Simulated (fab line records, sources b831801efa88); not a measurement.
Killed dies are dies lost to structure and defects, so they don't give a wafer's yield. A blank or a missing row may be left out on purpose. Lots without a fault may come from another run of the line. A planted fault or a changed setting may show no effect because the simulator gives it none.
Chamber matching | flow gf180mcu | GF_M5_ETCH_09 on rie_diel-01: 4 sister chambers
The step etches Si3N4 in CF4/O2, target depth 52 nm, time 11.95 s. 4 wafers are shown with their chamber, then 9 later ones without.

WAFERS WITH THEIR CHAMBER
wafer  | chamber | throttle_valve_pct (%)
L078.3 | 2       | 5.980
L085.1 | 1       | 5.965
L091.5 | 0       | 5.980
L091.6 | 3       | 5.981

WAFERS WITHOUT THEIR CHAMBER
wafer  | throttle_valve_pct (%)
L092.3 | 5.980
L092.4 | 5.967
L092.6 | 5.980
L096.2 | 5.969
L096.4 | 5.975
L096.5 | 5.957
L097.1 | 5.979
L097.2 | 5.974
L097.3 | 5.974

WHICH CHAMBER EACH WENT THROUGH
wafer  | from the rows above               | in truth
L092.3 | can't be placed: 0 or 2 or 3      | 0
L092.4 | 1                                 | 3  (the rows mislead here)
L092.6 | can't be placed: 0 or 2 or 3      | 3
L096.2 | can't be placed: 1 or 0 or 2 or 3 | 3
L096.4 | can't be placed: 0 or 2 or 3 or 1 | 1
L096.5 | 1                                 | 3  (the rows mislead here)
L097.1 | can't be placed: 0 or 2 or 3      | 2
L097.2 | can't be placed: 0 or 2 or 3 or 1 | 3
L097.3 | can't be placed: 0 or 2 or 3 or 1 | 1
Placed correctly: 0 of 9. Can't be placed from these rows: 7 (the true chamber is among the candidates in 7). Placed wrongly: 2.
How it was worked out, from the rows above alone: a wafer's distance from a chamber is the root of the sum, over the readings, of the square of ((its reading less the chamber's mean) divided by the reading's scatter). The wafer belongs to the nearest chamber; if the next one is less than 2 further off, it can't be placed. A chamber's mean is the mean of its shown wafers. The scatter: with one shown wafer a chamber, the root of the mean of the squares of how far each hidden wafer lies from its nearest shown one.
